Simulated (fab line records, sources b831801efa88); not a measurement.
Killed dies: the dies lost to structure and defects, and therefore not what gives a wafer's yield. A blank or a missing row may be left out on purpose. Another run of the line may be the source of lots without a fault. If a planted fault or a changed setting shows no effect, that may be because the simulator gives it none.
A struck lot beside a sound one    flow sky130    22 out of 708 route steps
Sound: the wafers L134.1, L134.2, L134.3. Struck: wafer L143.6 (left out: L143.3, L143.5 of the same lot, which were not struck); the cause appears at the end.
Per side, at each step with rows, come the tool, then ch with its chambers, and then its first start. Under that, the readings that differ: sound wafers    struck wafers    difference of the means    sigmas: that difference in standard deviations of wafers without a fault.
alike: a reading whose means differ by less than 2 such deviations, as well as words and numbers matching on both sides. not compared: withheld readings; readings where some wafer has no value; bounds like >300 that might hide an equal value; numbers whose values overlap and for which the record gives no deviation.
Wherever a step has rows on one side only, a row that says differs or no value, or a row with sigmas, the two part there. Numbers that don't overlap but have no deviation are shown without sigmas and don't part them. Lack of a reading on every wafer of one side parts them only where that side has two or more wafers.

first, 4 steps without rows for these wafers: SKY_NWELL_SOFTBAKE_06; SKY_NWELL_EXPOSE_07 (exposes mask NWM, target cd 840 nm); SKY_NWELL_PEB_08; SKY_NWELL_DEVELOP_09 (develop time 60 s).
SKY_NWELL_OVL_MEAS_10:
  struck on overlay-02, day 8 00:44; sound on overlay-02, day 5 13:34
  alike: NWELL_00_OVL
then, 3 steps without rows for these wafers: SKY_NWELL_IMPLANT_11; SKY_NWELL_IMPLANT_12; SKY_NWELL_IMPLANT_13.
SKY_NWELL_STRIP_14: strips in O2/N2.
  sound on plasma asher-01 ch 0,1, day 5 14:03; struck on plasma asher-02 ch 0, day 8 01:14
  alike: drypump motor current A, oes product au, strip time to endpoint s
  not compared: rf hours counter h
SKY_NWELL_TW_MEAS_15:
  struck on film metro-03, day 8 01:20; sound on film metro-02, day 5 14:09
  alike: NWELL_TW
then, 2 steps without rows for these wafers: SKY_NWELL_DEHYDRATE_16 (time 60 s); SKY_NWELL_HMDS_17 (prime time 60 s).
SKY_NWELL_COAT_18: resist thk 3000 nm.
  sound on litho track-01 ch 0, day 5 22:34; struck on litho track-03 ch 0, day 8 10:34
reading                                  sound           struck  difference  sigmas
model.coat_of_NWELL_COAT_18.thk nm (nm)  2992 2999 2995  1132    -1863       
then, 3 steps without rows for these wafers: SKY_NWELL_SOFTBAKE_19; SKY_NWELL_EXPOSE_20 (exposes mask NWM COMPLEMENT, target cd 840 nm); SKY_NWELL_PEB_21.
SKY_NWELL_DEVELOP_22: develop time 60 s.
  sound on litho track-04 ch 0; struck on litho track-01 ch 0
reading                                  sound           struck  difference  sigmas
model.coat_of_NWELL_COAT_18.thk nm (nm)  2988 2995 2991  1128    -1863       
  alike: developer temp C
SKY_NWELL_OVL_MEAS_23:
  struck on overlay-01, day 8 21:58; sound on overlay-02, day 6 08:28
  alike: NWELL_01_OVL
next, for these wafers, 1 step has no rows: SKY_NWELL_IMPLANT_24.
SKY_NWELL_STRIP_25: strips in O2/N2.
  sound on plasma asher-01 ch 0,1, day 6 08:38; struck on plasma asher-01 ch 0, day 8 22:11
reading                       sound              struck  difference  sigmas
strip time to endpoint s (s)  36.81 36.90 36.84  15.06   -21.79      -99 or more
  alike: drypump motor current A, oes product au
  not compared: rf hours counter h
SKY_NWELL_TW_MEAS_26:
  struck on film metro-04, day 8 22:16; sound on film metro-04, day 6 08:44
  alike: NWELL_2_TW
-- the record jumps here: 40 days lie between the struck wafers' starts before and after (it left off in module NWELL and takes up again in module PAD_OPEN, whose first step shown is number 708 of the route) --
SKY_PAD_OPEN_PROBE_99:
  struck on prober-01, day 49 05:18; sound on prober-02, day 47 06:38
reading                                  sound                          struck     difference  sigmas
model.etest.nfet_16v.r on ohm um         1.392e+04 1.387e+04 1.383e+04  1.558e+04  +1.707e+03  
model.etest.res iso pwell.width nm (nm)  2654 2640 2648                 2838       +191        
model.etest.res nwell.line ohm um        1137 1140 1098                 1226       +101        
model.etest.res nwell.width nm (nm)      824 827.4 824.1                769.6      -55.6       
model.etest.pfet_16v.drive ua um         249.2 246 251                  264.4      +15.7       
model.etest.nfet_16v.drive ua um         225.9 226.6 226.1              206        -20         
  alike: killed_at_M0_to_M3, killed_at_M4_up, killed at contacts, killed at front end, killed at other, killed dies, killed open, killed short
  not compared: model.etest.pfet_16v.r on ohm um

WHERE THEY PART
Within this record, at SKY_NWELL_STRIP_25 only. Later steps at which nothing parts them and some readings are alike: SKY_NWELL_TW_MEAS_26, SKY_PAD_OPEN_PROBE_99.

WHY: whatever the simulator had introduced
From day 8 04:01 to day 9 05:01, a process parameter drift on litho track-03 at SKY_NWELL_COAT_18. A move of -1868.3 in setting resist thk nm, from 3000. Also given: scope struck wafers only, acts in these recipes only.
